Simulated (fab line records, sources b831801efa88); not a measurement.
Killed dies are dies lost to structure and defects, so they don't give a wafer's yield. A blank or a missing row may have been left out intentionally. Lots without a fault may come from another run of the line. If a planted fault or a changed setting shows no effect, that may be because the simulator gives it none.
Which tool is to blame? / flow gf180mcu / 32 wafers from 11 lots sampled at 4 of the route's 602 steps

## WHAT THE GAUGES SHOWED, per wafer
GF_V1_RS_MEAS_24: measures by four-point-probe.
lot=L544; measured=day 18 19:08; on=film_metro-04; V1_W_RS (ohm/sq)=0.320 0.320 0.323
lot=L546; measured=day 19 11:25; on=film_metro-02; V1_W_RS (ohm/sq)=0.333 0.335 0.326
lot=L550; measured=day 21 02:47; on=film_metro-03; V1_W_RS (ohm/sq)=0.332 0.329 0.333
lot=L551; measured=day 21 12:20; on=film_metro-03; V1_W_RS (ohm/sq)=0.328 0.328 0.328
lot=L553; measured=day 22 08:44; on=film_metro-02; V1_W_RS (ohm/sq)=0.327 0.326 0.330
lot=L556; measured=day 23 04:13; on=film_metro-02; V1_W_RS (ohm/sq)=0.330 0.230 0.326
lot=L557; measured=day 23 11:19; on=film_metro-03; V1_W_RS (ohm/sq)=0.231 0.331
lot=L560; measured=day 24 18:37; on=film_metro-04; V1_W_RS (ohm/sq)=0.231 0.322 0.326
lot=L561; measured=day 25 06:14; on=film_metro-02; V1_W_RS (ohm/sq)=0.337 0.331 0.338
lot=L563; measured=day 25 12:41; on=film_metro-02; V1_W_RS (ohm/sq)=0.325 0.328 0.330
lot=L564; measured=day 25 22:15; on=film_metro-02; V1_W_RS (ohm/sq)=0.326 0.324 0.329

## TOOL THAT RAN EACH LOT (tool first, then ch and the chambers of the sampled wafers, then the start)
lot=L544; GF_M1_SPUTTER_01=pvd_sputter-04, day 16 17:34; GF_V1_ETCH_16=rie_diel-02 ch 0,3, day 18 18:14; GF_V1_CVD_23=cvd_w-01 ch 0,1, day 18 19:00
lot=L546; GF_M1_SPUTTER_01=pvd_sputter-02, day 17 08:32; GF_V1_ETCH_16=rie_diel-02 ch 0,2,3, day 19 10:32; GF_V1_CVD_23=cvd_w-02 ch 0,1, day 19 11:18
lot=L550; GF_M1_SPUTTER_01=pvd_sputter-02, day 18 22:20; GF_V1_ETCH_16=rie_diel-02 ch 1,2, day 21 01:53; GF_V1_CVD_23=cvd_w-01 ch 0,1, day 21 02:40
lot=L551; GF_M1_SPUTTER_01=pvd_sputter-04, day 19 09:16; GF_V1_ETCH_16=rie_diel-02 ch 0,1,3, day 21 11:26; GF_V1_CVD_23=cvd_w-02 ch 0,1, day 21 12:13
lot=L553; GF_M1_SPUTTER_01=pvd_sputter-01, day 20 05:20; GF_V1_ETCH_16=rie_diel-03 ch 0,3, day 22 07:47; GF_V1_CVD_23=cvd_w-01 ch 0,1, day 22 08:37
lot=L556; GF_M1_SPUTTER_01=pvd_sputter-04, day 21 02:40; GF_V1_ETCH_16=rie_diel-04 ch 1,2,3, day 23 02:59; GF_V1_CVD_23=cvd_w-01 ch 0,1, day 23 04:06
lot=L557; GF_M1_SPUTTER_01=pvd_sputter-01, day 21 09:19; GF_V1_ETCH_16=rie_diel-02 ch 0,1, day 23 10:05; GF_V1_CVD_23=cvd_w-01 ch 1, day 23 11:11
lot=L560; GF_M1_SPUTTER_01=pvd_sputter-01, day 22 18:52; GF_V1_ETCH_16=rie_diel-02 ch 1,2,3, day 24 17:41; GF_V1_CVD_23=cvd_w-01 ch 0,1, day 24 18:29
lot=L561; GF_M1_SPUTTER_01=pvd_sputter-04, day 23 05:28; GF_V1_ETCH_16=rie_diel-02 ch 0,1,2, day 25 05:14; GF_V1_CVD_23=cvd_w-02 ch 0,1, day 25 06:06
lot=L563; GF_M1_SPUTTER_01=pvd_sputter-01, day 23 13:34; GF_V1_ETCH_16=rie_diel-04 ch 1,3, day 25 11:26; GF_V1_CVD_23=cvd_w-02 ch 0,1, day 25 12:34
lot=L564; GF_M1_SPUTTER_01=pvd_sputter-02, day 23 23:46; GF_V1_ETCH_16=rie_diel-02 ch 0,3, day 25 21:14; GF_V1_CVD_23=cvd_w-02 ch 0,1, day 25 22:08
- GF_M1_SPUTTER_01: material TiN, target thk 30 nm, time 25 s.
- GF_V1_ETCH_16: etches BARC in N2/H2.
- GF_V1_CVD_23: deposits W, target thk 350 nm, time 105.05 s.

## THE ANSWER, worked out from the rows above alone
Rule: the lots themselves supply what counts as usual. The widest of any qualifying gaps counts: lots, ordered by their means at a reading, are off when they make up no more than a third of the lots, leave a main group of 4 or more, and stand apart from it by 3 or more times the standard deviation of that group's means. The tables above print the reading to a certain number of digits; a main group whose means all agree to those digits is not used. A lot without any number at a reading at which 4 lots or more have one is off too. All remaining lots with rows at the step are treated as sound.
Off: L556, L557, L560, seen at GF_V1_RS_MEAS_24 (V1_W_RS). The main group has a mean of 0.329 ohm/sq with a standard deviation of 0.004.
If a tool, at a process step before that reading, ran all the lots that are off and no sound lot after the first of them, it fits. The gauges at GF_V1_RS_MEAS_24 are tried like those tools. One fits: cvd_w-01 at GF_V1_CVD_23. A fault onset in the window from L553 (day 22 08:37, its last sound lot) to L556 (day 23 04:06, its first lot off) fits.

## WHAT THE SIMULATOR HAD INSERTED
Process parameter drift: cvd_w-01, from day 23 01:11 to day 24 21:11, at GF_V1_CVD_23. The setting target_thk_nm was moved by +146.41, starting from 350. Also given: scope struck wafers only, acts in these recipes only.
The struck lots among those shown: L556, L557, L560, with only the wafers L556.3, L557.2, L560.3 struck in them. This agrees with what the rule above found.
